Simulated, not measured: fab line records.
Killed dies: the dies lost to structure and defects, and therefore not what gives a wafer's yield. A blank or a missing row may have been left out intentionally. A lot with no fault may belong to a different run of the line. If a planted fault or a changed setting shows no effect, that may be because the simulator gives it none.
fab line records    flow gf180mcu
record lots=11  wafers=33  last-day=34
route steps=602 shown STI@30 LVPWELL@64 VT_IMPLANT@132 HV_LDD@228
lots that met no fault: taken from a fault-free run of the same line
start-h: hours from the record's opening day to when the first of the lot's shown wafers began    wait-h: hours from the lot's prior step to this one    " repeats the value in the row above    L1.1+2: several wafers, shown together as one row    - no value present, or no start provided    * or withheld: withheld    < > ~ a bound
route shown NAME@n: a module of which the file shows steps, and the number in the route of the first    usual: mean and standard deviation over wafers with no fault    same: alike in all rows    chamber/n: place in a boat    sites: per-site readings    _std_site: standard deviation across them    _edge_site: inner sites' mean taken away from outer sites' mean    radius-mm: how far each site lies from the wafer's centre    mask NAME#n: copy n    behind: the tool/chamber that last shaped the wafer    hold: cause of the lot's hold/its duration in hours/its outcome    device: whichever transistor did not switch (one of n, p or np)    end of line: the same wafers' tests at the end of the route    for a step that has no rows: nothing shown but its recipe    killed: not the wafer's yield, but the dies lost to structure and defects at the first sort    map: dies across one wafer; x = killed, . = not, _ = none there
set.NAME: the setting as run; set.NAME@STEP: as run at that earlier step    model.NAME: the simulator's own value behind a step, which no gauge read
steps of the route over a sample of lots; a table a step, a row a wafer
services: when a tool's chamber went out of use (start-h, in hours from the record's first day, below 0 if earlier), for how many hours, and the reason
## steps
# step GF_STI_OXIDATION_29
# recipe temp-c=900  ambient=O2  stabilise-s=600  purge-s=300  target-thk-a=100  ox-time-s=1418
# usual spike-tc-bottom-C=921/6  spike-tc-centre-C=900.5/1.1  spike-tc-lower-C=899.5/1.5  spike-tc-top-C=908.1/1.9  spike-tc-upper-C=900.6/0.92  zone-power-top-pct=33.7/0.92  zone-power-upper-pct=17.4/0.43
lot.wafer  tool        chamber  start-h  wait-h  spike-tc-bottom-C  spike-tc-centre-C  spike-tc-lower-C  spike-tc-top-C  spike-tc-upper-C  zone-power-top-pct  zone-power-upper-pct
L848.2     furnace-02  0        30.17    1.4     913                899.0              900.8             910.8           901.2             32.3                16.6
L848.4     "           0        "        "       912                899.2              902.0             910.5           899.6             32.5                16.5
L848.6     "           0        "        "       912                900.2              900.9             910.2           901.2             32.3                16.8
L849.4     furnace-01  0        34.41    0.0     924                902.1              898.6             907.4           900.7             33.9                17.5
L849.5     "           0        "        "       924                900.1              897.7             906.9           900.2             34.2                17.4
L849.6     "           0        "        "       925                901.2              898.6             908.4           900.3             34.4                17.5
L850.1     furnace-02  0        39.75    0.0     914                899.0              900.8             911.1           900.4             33.0                16.5
L850.2     "           0        "        "       912                900.9              902.2             909.2           900.4             32.2                16.7
L850.6     "           0        "        "       913                899.2              901.6             911.7           901.9             32.6                16.9
L851.4     furnace-01  0        49.63    1.9     925                898.8              899.7             906.9           900.5             34.4                17.5
L851.5     "           0        "        "       924                900.5              898.9             906.7           900.3             34.3                17.7
L851.6     "           0        "        "       925                901.1              897.8             906.3           901.1             34.3                17.8
L854.2     furnace-01  0        63.39    2.1     962                938.1              935.9             944.3           936.9             36.8                19.7
L854.4     "           0        "        "       961                941.1              933.9             944.6           939.3             36.9                19.5
L854.6     "           0        "        "       960                937.6              935.1             944.7           935.4             36.8                19.7
L855.1     furnace-02  0        68.13    0.4     911                899.9              901.0             910.5           898.8             32.5                16.6
L855.3     "           0        "        "       910                900.2              902.1             909.9           898.8             32.6                16.8
L855.5     "           0        "        "       910                899.4              901.4             910.8           901.7             32.8                17.2
L857.1     furnace-01  0        74.91    0.2     962                938.0              936.2             944.4           937.4             36.8                19.5
L857.3     "           0        "        "       962                936.6              936.6             943.7           936.6             37.0                19.3
L857.5     "           0        "        "       964                937.8              934.8             943.2           938.3             36.6                19.3
L868.1     furnace-01  0        130.90   0.0     923                902.0              898.5             907.6           900.2             34.3                17.8
L868.2     "           0        "        "       923                899.6              898.1             908.3           901.0             34.4                17.6
L868.6     "           0        "        "       924                900.6              898.9             906.8           900.9             34.5                17.6
L869.1     furnace-02  0        136.92   0.0     913                899.0              901.4             911.1           900.0             32.2                16.9
L869.4     "           0        "        "       911                898.9              902.6             910.2           901.6             32.8                17.0
L869.6     "           0        "        "       912                899.4              900.3             909.8           900.2             32.4                17.0
L870.2     furnace-01  0        142.25   0.3     924                899.9              898.2             907.8           901.0             34.5                17.8
L870.3     "           0        "        "       926                900.0              899.4             907.1           902.8             34.4                17.5
L870.5     "           0        "        "       924                902.2              898.5             907.0           901.2             33.9                17.7
L871.1     furnace-02  0        146.81   0.2     914                899.8              902.0             909.3           898.6             32.3                16.9
L871.3     "           0        "        "       912                899.0              900.1             909.5           901.2             32.6                16.9
L871.6     "           0        "        "       912                901.2              900.0             909.0           899.9             32.5                16.6
# step GF_STI_THK_MEAS_30
# recipe reads=SiO2_of_STI_OXIDATION_29
# usual STI_OXIDATION_02_THK=10.09/0.19
lot.wafer  tool           chamber  start-h  wait-h  STI_OXIDATION_02_THK[nm]
L848.2     film-metro-04  -        31.57    0.0     9.89
L848.4     "              -        "        "       9.74
L848.6     "              -        "        "       9.86
L849.4     film-metro-01  -        35.84    0.0     9.94
L849.5     "              -        "        "       10.13
L849.6     "              -        "        "       9.86
L850.1     film-metro-02  -        41.14    0.0     10.06
L850.2     "              -        "        "       10.32
L850.6     "              -        "        "       10.22
L851.4     film-metro-02  -        51.05    0.0     9.96
L851.5     "              -        "        "       9.86
L851.6     "              -        "        "       10.10
L854.2     film-metro-02  -        64.79    0.0     14.80
L854.4     "              -        "        "       14.64
L854.6     "              -        "        "       14.80
L855.1     film-metro-01  -        69.52    0.0     10.18
L855.3     "              -        "        "       10.26
L855.5     "              -        "        "       10.07
L857.1     film-metro-02  -        76.31    0.0     14.91
L857.3     "              -        "        "       15.01
L857.5     "              -        "        "       14.86
L868.1     film-metro-02  -        132.29   0.0     10.02
L868.2     "              -        "        "       10.16
L868.6     "              -        "        "       10.02
L869.1     film-metro-02  -        138.32   0.0     10.21
L869.4     "              -        "        "       10.07
L869.6     "              -        "        "       10.11
L870.2     film-metro-01  -        143.66   0.0     9.87
L870.3     "              -        "        "       9.79
L870.5     "              -        "        "       9.72
L871.1     film-metro-04  -        148.24   0.0     10.27
L871.3     "              -        "        "       10.29
L871.6     "              -        "        "       10.29
# step GF_LVPWELL_STRIP_10
# recipe chemistry=O2/N2  power-w=1400  pressure-mtorr=1500  platen-temp-c=250  o2-flow-sccm=3000  n2-flow-sccm=300  overash-fraction=0.5
# usual drypump-motor-current-A=5.8/0.48  heater-power-w=329/41  oes-product-au=0.722/0.0041  strip-time-to-endpoint-s=36.99/0.11
lot.wafer  tool             chamber  start-h  wait-h  drypump-motor-current-A  heater-power-w  oes-product-au  rf-hours-counter-h  strip-time-to-endpoint-s
L848.2     plasma-asher-01  0        70.64    0.1     5.7                      426             0.719           44                  36.91
L848.4     "                1        "        "       4.7                      281             0.720           -                   36.83
L848.6     "                1        "        "       4.7                      276             0.721           -                   36.73
L849.4     plasma-asher-03  0        74.38    0.1     6.2                      318             0.721           -                   36.89
L849.5     "                1        "        "       5.5                      345             0.719           -                   36.75
L849.6     "                0        "        "       6.1                      323             0.720           -                   36.72
L850.1     plasma-asher-03  1        79.75    0.1     5.5                      338             0.725           43                  37.04
L850.2     "                0        "        "       6.1                      320             0.724           43                  36.95
L850.6     "                1        "        "       5.5                      339             0.718           -                   37.13
L851.4     plasma-asher-04  1        91.83    0.1     6.4                      345             0.720           -                   37.13
L851.5     "                1        "        "       6.4                      335             0.727           -                   37.18
L851.6     "                0        "        "       5.9                      277             0.723           -                   37.16
L854.2     plasma-asher-04  1        106.75   0.1     6.4                      352             0.720           46                  37.04
L854.4     "                0        "        "       5.9                      283             0.724           -                   37.00
L854.6     "                0        "        "       5.8                      281             0.718           -                   37.03
L855.1     plasma-asher-04  1        110.99   0.1     6.5                      337             0.717           46                  36.86
L855.3     "                0        "        "       5.9                      275             0.713           -                   36.84
L855.5     "                0        "        "       5.9                      278             0.719           -                   36.83
L857.1     plasma-asher-03  1        118.85   0.1     5.6                      363             0.721           0                   36.92
L857.3     "                1        "        "       5.6                      352             0.719           -                   37.00
L857.5     "                1        "        "       5.6                      348             0.725           -                   36.95
L868.1     plasma-asher-04  1        180.34   0.1     6.5                      343             0.725           55                  37.02
L868.2     "                0        "        "       5.8                      280             0.728           55                  37.01
L868.6     "                0        "        "       5.9                      281             0.723           -                   37.06
L869.1     plasma-asher-04  1        187.29   0.1     6.4                      336             0.725           55                  37.02
L869.4     "                1        "        "       6.4                      341             0.719           -                   37.04
L869.6     "                0        "        "       5.9                      284             0.719           -                   36.94
L870.2     plasma-asher-01  0        191.79   0.1     5.7                      419             0.724           58                  36.91
L870.3     "                0        "        "       5.7                      419             0.724           -                   36.88
L870.5     "                1        "        "       4.7                      279             0.723           -                   36.97
L871.1     plasma-asher-04  1        198.49   0.1     6.4                      335             0.718           56                  37.02
L871.3     "                0        "        "       5.9                      282             0.717           -                   37.01
L871.6     "                1        "        "       6.4                      342             0.722           -                   37.10
# step GF_VT_IMPLANT_STRIP_42
# recipe chemistry=O2/N2  power-w=1400  pressure-mtorr=1500  platen-temp-c=250  o2-flow-sccm=3000  n2-flow-sccm=300  overash-fraction=0.5
# usual drypump-motor-current-A=5.7/0.53  heater-power-w=324/48  oes-product-au=0.716/0.004  strip-time-to-endpoint-s=12.61/0.039
lot.wafer  tool             chamber  start-h  wait-h  drypump-motor-current-A  heater-power-w  oes-product-au  rf-hours-counter-h  strip-time-to-endpoint-s
L848.2     plasma-asher-02  0        159.99   0.1     6.4                      293             0.719           32                  12.59
L848.4     "                0        "        "       6.4                      291             0.719           -                   12.62
L848.6     "                1        "        "       5.7                      298             0.716           -                   12.58
L849.4     plasma-asher-01  1        163.58   0.1     4.7                      274             0.709           -                   12.64
L849.5     "                0        "        "       5.7                      409             0.720           -                   12.64
L849.6     "                1        "        "       4.7                      282             0.718           -                   12.63
L850.1     plasma-asher-03  0        169.89   0.1     6.1                      329             0.718           7                   12.56
L850.2     "                1        "        "       5.5                      354             0.720           7                   12.58
L850.6     "                1        "        "       5.5                      369             0.707           -                   12.57
L851.4     plasma-asher-01  1        184.98   0.1     4.7                      273             0.710           -                   12.59
L851.5     "                0        "        "       5.6                      415             0.712           -                   12.60
L851.6     "                1        "        "       4.7                      280             0.713           -                   12.58
L854.2     plasma-asher-02  1        202.99   0.1     5.6                      308             0.713           36                  12.65
L854.4     "                0        "        "       6.4                      290             0.714           -                   12.62
L854.6     "                1        "        "       5.6                      309             0.712           -                   12.67
L855.1     plasma-asher-02  0        206.84   0.1     6.4                      284             0.711           36                  12.56
L855.3     "                1        "        "       5.6                      303             0.721           -                   12.59
L855.5     "                0        "        "       6.4                      283             0.717           -                   12.57
L857.1     plasma-asher-02  0        216.04   0.1     6.4                      286             0.715           37                  12.64
L857.3     "                0        "        "       6.4                      285             0.716           -                   12.66
L857.5     "                0        "        "       6.4                      285             0.710           -                   12.64
L868.1     plasma-asher-02  1        290.23   0.1     5.7                      300             0.725           45                  12.65
L868.2     "                0        "        "       6.4                      297             0.714           45                  12.62
L868.6     "                0        "        "       6.4                      289             0.719           -                   12.65
L869.1     plasma-asher-01  1        299.79   0.1     4.7                      276             0.718           70                  12.66
L869.4     "                0        "        "       5.7                      422             0.715           -                   12.65
L869.6     "                1        "        "       4.8                      273             0.720           -                   12.65
L870.2     plasma-asher-01  0        303.34   0.1     5.7                      415             0.717           70                  12.63
L870.3     "                1        "        "       4.7                      279             0.714           -                   12.56
L870.5     "                1        "        "       4.7                      281             0.714           -                   12.53
L871.1     plasma-asher-03  1        311.29   0.1     5.5                      363             0.713           21                  12.55
L871.3     "                1        "        "       5.5                      356             0.722           -                   12.58
L871.6     "                1        "        "       5.5                      363             0.719           -                   12.57
# step GF_HV_LDD_RTA_52
# recipe temp-c=1000  time-s=10  ambient=N2
# usual lamp-power-pct=33.9/2.6  wafer_temp_C_max=1006.7/1.6
lot.wafer  tool           chamber  start-h  wait-h  lamp-power-pct  wafer_temp_C_max
L848.2     rtp-anneal-02  0        274.93   0.0     36.1            1006.3
L848.4     "              0        "        "       36.1            1006.5
L848.6     "              0        "        "       36.1            1005.4
L849.4     rtp-anneal-01  0        278.45   0.0     30.8            1006.2
L849.5     "              0        "        "       30.8            1006.3
L849.6     "              0        "        "       30.8            1004.0
L850.1     rtp-anneal-02  0        290.86   0.0     36.0            1007.8
L850.2     "              0        "        "       36.1            1007.6
L850.6     "              0        "        "       36.1            1007.5
L851.4     rtp-anneal-02  0        305.00   0.0     36.1            1010.0
L851.5     "              0        "        "       36.1            1007.7
L851.6     "              0        "        "       36.1            1007.5
L854.2     rtp-anneal-01  0        325.23   0.0     30.7            1004.8
L854.4     "              0        "        "       30.8            1006.1
L854.6     "              0        "        "       30.7            1004.1
L855.1     rtp-anneal-02  0        331.42   0.0     36.1            1010.5
L855.3     "              0        "        "       36.0            1008.8
L855.5     "              0        "        "       36.1            1006.6
L857.1     rtp-anneal-01  0        343.76   0.0     30.8            1005.1
L857.3     "              0        "        "       30.8            1005.1
L857.5     "              0        "        "       30.7            1005.3
L868.1     rtp-anneal-02  0        431.92   0.0     36.1            1007.1
L868.2     "              0        "        "       36.1            1007.6
L868.6     "              0        "        "       36.1            1008.5
L869.1     rtp-anneal-02  0        445.78   0.0     36.0            1006.6
L869.4     "              0        "        "       36.0            1008.9
L869.6     "              0        "        "       36.0            1009.9
L870.2     rtp-anneal-02  0        446.73   0.0     36.1            1008.2
L870.3     "              0        "        "       36.1            1005.8
L870.5     "              0        "        "       36.1            1006.7
L871.1     rtp-anneal-02  0        455.27   0.0     36.1            1009.6
L871.3     "              0        "        "       36.1            1006.0
L871.6     "              0        "        "       36.1            1006.0
## services
tool             chamber  start-h  hours  kind
plasma-asher-02  -        12.10    2.8    pm
furnace-02       -        25.03    3.9    pm
furnace-01       -        35.81    8.9    pm
furnace-01       -        55.23    2.1    pm
furnace-02       -        61.51    3.9    pm
plasma-asher-03  -        108.82   9.0    pm
plasma-asher-04  -        117.45   1.4    repair
plasma-asher-02  -        118.82   37.0   pm
plasma-asher-01  -        126.71   4.3    pm
plasma-asher-04  -        146.29   1.3    repair
plasma-asher-02  -        176.97   2.5    repair
furnace-02       -        193.03   4.0    pm
plasma-asher-04  -        212.33   1.6    repair
plasma-asher-03  -        225.90   2.8    pm
rtp-anneal-02    -        298.43   3.6    pm
plasma-asher-01  -        310.23   4.5    repair
plasma-asher-03  -        326.10   2.2    repair
furnace-01       -        337.23   3.1    pm
furnace-01       -        362.54   7.0    repair
furnace-01       -        377.78   2.9    pm
plasma-asher-01  -        411.71   2.8    pm
plasma-asher-04  -        421.25   9.0    pm
furnace-01       -        428.35   12.3   pm
plasma-asher-04  -        438.52   1.5    repair
## key
first-sign step=GF_STI_OXIDATION_29  reading=spike-tc-upper-C  direction=up  sigmas=40  usual=900.6  struck=937.3
effect step=GF_STI_OXIDATION_29  reading=spike-tc-centre-C  direction=up  sigmas=34  usual=900.5  struck=938.2
effect step=GF_STI_THK_MEAS_30  reading=STI_OXIDATION_02_THK  direction=up  sigmas=26  usual=10.09  struck=14.84
met-at GF_STI_OXIDATION_29
struck-lots L854,L857
tester-left-out L854,L857
not-acting-at GF_LVPWELL_STRIP_10,GF_VT_IMPLANT_STRIP_42,GF_HV_LDD_RTA_52
onset-between 49.63 63.39
fault kind=process-parameter-drift  tool=furnace-01  chamber=-  onset-h=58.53  steps=GF_STI_OXIDATION_29  channel=temp-c  offset=*  shape=step  end-h=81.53  acts-in=*  stated=*
# tester-left-out: of these lots the tester's yield and bins aren't shown, on N5 and GAA mostly nor the transistor test; their killed dies are dies lost to structure and defects alone, not to doping, threshold or leakage, so they don't give the yield
